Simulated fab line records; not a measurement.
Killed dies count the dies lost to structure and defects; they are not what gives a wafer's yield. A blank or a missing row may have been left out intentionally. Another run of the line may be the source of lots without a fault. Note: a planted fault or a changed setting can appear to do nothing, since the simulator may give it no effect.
A struck lot beside a sound one || flow sky130 || 17 steps out of a route of 708
Sound: wafers L750.3, L750.5, L750.6. Struck: wafers L748.1, L748.5, L748.6. The cause comes at the end.
For every step that has rows: the tool of each side, followed by ch and its chambers, followed by its first start. Under that, the readings that differ: sound wafers || struck wafers || difference of the means || sigmas: that difference in standard deviations of wafers without a fault.
alike: same words and numbers on both sides, and readings whose means sit less than 2 such deviations apart. not compared: any withheld reading, any reading some wafer has no value for, any bound like >300 that may hide the same value, and any number with overlapping values for which the record gives no deviation.
The two part at a step that has a row with sigmas, a row that says differs or no value, or rows on one side only. Numbers that have no deviation but don't overlap get no sigmas and don't part them. A reading missing from all wafers of one side parts the sides only when that side holds two or more wafers.

first, 4 steps without rows for these wafers: SKY_CONTACT_STRIP_20 (strips in post etch residue remover, time 1200 s); SKY_CONTACT_CLEAN_21 (cleans in IPA, time 180 s); SKY_CONTACT_CLEAN_22 (cleans in O3/DIW); SKY_CONTACT_SPUTTER_23 (material TiN, target thk 20 nm, time 80 s).
SKY_CONTACT_CVD_24: deposits W, target thk 340 nm, time 102.12 s.
  sound on cvd_w-01 ch 0,1, day 38 06:28; struck on cvd_w-02 ch 0,1, day 38 00:04
  alike: heater_power_w
SKY_CONTACT_RS_MEAS_25: uses a four-point probe to measure.
  struck on film_metro-04, day 38 00:11; sound on film_metro-03, day 38 06:35
  alike: CONTACT_W_RS
SKY_CONTACT_THK_MEAS_26: measures by xrf.
  struck on film_metro-04, day 38 00:18; sound on film_metro-03, day 38 06:41
  alike: CONTACT_W_THK
then, 1 step without rows for these wafers: SKY_CONTACT_CMP_27 (polishes, stops on SiO2, t overpolish 15 s, target thk 0 nm).
SKY_METAL1_SPUTTER_00: material Ti, target thk 15 nm, time 10 s.
  struck on pvd_sputter-01, day 38 00:40; sound on pvd_sputter-04, day 38 07:01
  alike: cathode_dc_power_W, chamber_pressure_pa, throttle_valve_pct
SKY_METAL1_SPUTTER_01: material TiN, target thk 20 nm, time 16.7 s.
  struck on pvd_sputter-01, day 38 00:41; sound on pvd_sputter-04, day 38 07:02
  alike: cathode_dc_power_W, chamber_pressure_pa, throttle_valve_pct
SKY_METAL1_SPUTTER_02: material AlCu, target thk 250 nm, time 13.3 s.
  struck on pvd_sputter-01, day 38 00:43; sound on pvd_sputter-04, day 38 07:04
  alike: cathode_dc_power_W, chamber_pressure_pa, throttle_valve_pct
SKY_METAL1_SPUTTER_03: material Ti, target thk 5 nm, time 3.3 s.
  struck on pvd_sputter-01, day 38 00:44; sound on pvd_sputter-04, day 38 07:05
  alike: cathode_dc_power_W, chamber_pressure_pa, throttle_valve_pct
SKY_METAL1_SPUTTER_04: material TiN, target thk 70 nm, time 58.3 s.
  struck on pvd_sputter-01, day 38 00:45; sound on pvd_sputter-04, day 38 07:07
  no value came back on the struck wafers for cathode_dc_power_W (W), chamber_pressure_pa (Pa), throttle_valve_pct (%); on the sound wafers cathode_dc_power_W (W) reads 6502.7 6501.4 6501.9
SKY_METAL1_RS_MEAS_05: uses a four-point probe to measure.
  struck on film_metro-01, day 38 00:48; sound on film_metro-01, day 38 07:12
  alike: METAL1_ALCU_RS
SKY_METAL1_THK_MEAS_06: measures by xrf.
  struck on film_metro-01, day 38 00:55; sound on film_metro-01, day 38 07:18
{"reading": "METAL1_ALCU_THK (nm)", "sound": "241 243 241", "struck": "284 278 280", "difference": "+39", "sigmas": "+11"}
then, 1 step without rows for these wafers: SKY_METAL1_DEHYDRATE_07 (time 60 s).
-- the record jumps here: 12 days lie between the struck wafers' starts before and after (it left off in module METAL1 and takes up again in module PAD_OPEN, whose first step shown is number 708 of the route) --
SKY_PAD_OPEN_PROBE_99:
  struck on prober-01, day 50 06:04; sound on prober-01, day 50 08:41
{"reading": "model.etest.via1_chain.rc_ohm", "sound": "15.48 15.12 15.96", "struck": "26.45 25.88 25.78", "difference": "+10.52", "sigmas": ""}
  alike: defect_limited_yield, killed_at_M0_to_M3, killed_at_M4_up, killed_at_contacts, killed_at_front_end, killed_at_other, killed_dies, killed_on_rim, killed_open, killed_short, sort_bin_3_pad_short, sort_bin_5_function, sort_bin_6_memory, sort_n_pass, sort_yield_pct

WHERE THEY PART
Earliest at SKY_METAL1_SPUTTER_04; latest, in this record, at SKY_METAL1_THK_MEAS_06. Later steps at which nothing parts them and some readings are alike: SKY_PAD_OPEN_PROBE_99.

WHY: what the simulator had put in
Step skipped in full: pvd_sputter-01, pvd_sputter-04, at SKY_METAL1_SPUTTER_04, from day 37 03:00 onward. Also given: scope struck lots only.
